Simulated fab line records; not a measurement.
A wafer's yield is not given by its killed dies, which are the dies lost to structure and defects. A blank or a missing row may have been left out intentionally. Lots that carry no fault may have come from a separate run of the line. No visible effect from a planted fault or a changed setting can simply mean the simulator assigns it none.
A lot that was struck, set against a sound lot | flow sky130 | 16 steps out of a route of 708
Sound: wafers L913.3, L913.4, L913.6. Wafers L925.2, L925.3, L925.4 were the ones struck. At the end, the cause is stated.
Per side, at each step with rows, come the tool, then ch with its chambers, and then its first start. Under that, the readings that differ: sound wafers | struck wafers | difference of the means | sigmas: that difference in standard deviations of wafers without a fault.
alike: readings with means less than 2 such deviations apart, plus words and numbers identical on both sides. not compared: withheld readings, readings lacking a value on some wafer, bounds such as >300 that could conceal the same value, and numbers that have no deviation in the record and whose values overlap.
Wherever a step has rows on one side only, a row that says differs or no value, or a row with sigmas, the two part there. Numbers that have no deviation but don't overlap get no sigmas and don't part them. A reading that every wafer of one side lacks parts them only if that side has two wafers or more.

SKY_NWELL_RS_MEAS_29: uses a four-point probe to measure.
  sound on film-metro-04 at day 5 21:47; struck on film-metro-02 at day 9 05:06
  alike: NWELL_RS
SKY_NWELL_RS_MEAS_31: uses a four-point probe to measure.
  sound on film-metro-04 at day 5 22:01; struck on film-metro-02 at day 9 05:20
  alike: PWDE_RS
then, 7 steps without rows for these wafers: SKY_VT_ADJUST_HVTP_DEHYDRATE_00 (time 60 s); SKY_VT_ADJUST_HVTP_HMDS_01 (prime time 60 s); SKY_VT_ADJUST_HVTP_COAT_02 (resist thk 1140 nm); SKY_VT_ADJUST_HVTP_SOFTBAKE_03 (time 60 s); SKY_VT_ADJUST_HVTP_EXPOSE_04 (exposes mask HVTPM, target cd 380 nm); SKY_VT_ADJUST_HVTP_PEB_05; SKY_VT_ADJUST_HVTP_DEVELOP_06 (develop time 60 s).
SKY_VT_ADJUST_HVTP_CD_MEAS_07: target cd 380 nm.
  sound on cd-sem-02 at day 6 16:32; struck on cd-sem-01 at day 10 02:46
  alike: cd-nm
SKY_VT_ADJUST_HVTP_OVL_MEAS_08:
  sound on overlay-01 at day 6 16:37; struck on overlay-02 at day 10 02:52
  alike: VT_ADJUST_HVTP_OVL
SKY_VT_ADJUST_HVTP_IMPLANT_09:
  sound on implanter-04 ch 0, day 6 16:42; struck on implanter-03 ch 0, day 10 02:55
  reading                   | sound                | struck               | difference | sigmas
  beam-energy-keV           | 149.96 149.96 149.96 | 135.63 135.68 135.61 | -14.32     | -99 or more
  model.implant.rp-nm (nm)  | 84.06 84.06 84.06    | 77.81 77.81 77.81    | -6.25      |
  model.implant.drp-nm (nm) | 33.4 33.4 33.4       | 30.82 30.82 30.82    | -2.58      |
  alike: end-station-pressure-torr, faraday-current-uA
SKY_VT_ADJUST_HVTP_STRIP_10: strips in O2/N2.
  sound on plasma-asher-02 ch 0,1, day 6 16:50; struck on plasma-asher-02 ch 0,1, day 10 03:03
  alike: drypump-motor-current-A, n2-flow-sccm, oes-product-au, strip-time-to-endpoint-s
  not compared: rf-hours-counter-h
SKY_VT_ADJUST_HVTP_TW_MEAS_11:
  sound on film-metro-02 at day 6 16:55; struck on film-metro-02 at day 10 03:10
  reading           | sound          | struck         | difference | sigmas
  VT_ADJUST_HVTP_TW | 1343 1345 1343 | 1313 1298 1302 | -39        | -7
then, 1 step without rows for these wafers: SKY_VT_ADJUST_LVTN_DEHYDRATE_00 (time 60 s).
-- the record jumps here: 39 days lie between the struck wafers' starts before and after (it left off in module VT_ADJUST_LVTN and takes up again in module PAD_OPEN, whose first step shown is number 708 of the route) --
SKY_PAD_OPEN_PROBE_99:
  sound on prober-01 at day 46 07:41; struck on prober-01 at day 49 09:45
  reading                                  | sound                | struck               | difference | sigmas
  model.etest.tip-p.rs-ohm-sq              | 6888 6887 6910       | 7153 7138 7168       | +258       |
  model.etest.pfet_01v8.r-on-ohm-um        | 2871 2883 2874       | 3016 3050 3055       | +164       |
  model.etest.pfet_01v8.drive-ua-um        | 197.2 197.9 195.6    | 180.6 179.6 179.1    | -17.1      |
  model.etest.pfet_01v8_mvt.drive-ua-um    | 153.7 152.9 153.4    | 141.2 140.9 140      | -12.6      |
  model.etest.pfet_01v8_hvt.drive-ua-um    | 145.3 145.3 147.1    | 134.6 133.9 131.1    | -12.7      |
  model.etest.sram-pfet-latch.drive-ua-um  | 143.1 142.6 151      | 128.5 131.2 130.5    | -15.5      |
  model.etest.pfet_01v8_mvt.off-log10-a-um | -10.28 -10.4 -10.59  | -11.92 -12.09 -12.06 | -1.60      |
  model.etest.pfet_01v8.off-log10-a-um     | -9.256 -9.297 -9.613 | -10.86 -10.88 -10.83 | -1.47      |
  alike: killed_at_M0_to_M3, killed_at_M4_up, killed-at-contacts, killed-at-front-end, killed-at-other, killed-dies, killed-open, killed-short

WHERE THEY PART
Earliest at SKY_VT_ADJUST_HVTP_IMPLANT_09; latest, in this record, at SKY_VT_ADJUST_HVTP_TW_MEAS_11. Later steps at which nothing parts them and some readings are alike: SKY_PAD_OPEN_PROBE_99.

WHY: what the simulator had put in
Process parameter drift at SKY_VT_ADJUST_HVTP_IMPLANT_09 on implanter-03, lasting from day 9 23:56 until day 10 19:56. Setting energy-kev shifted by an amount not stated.
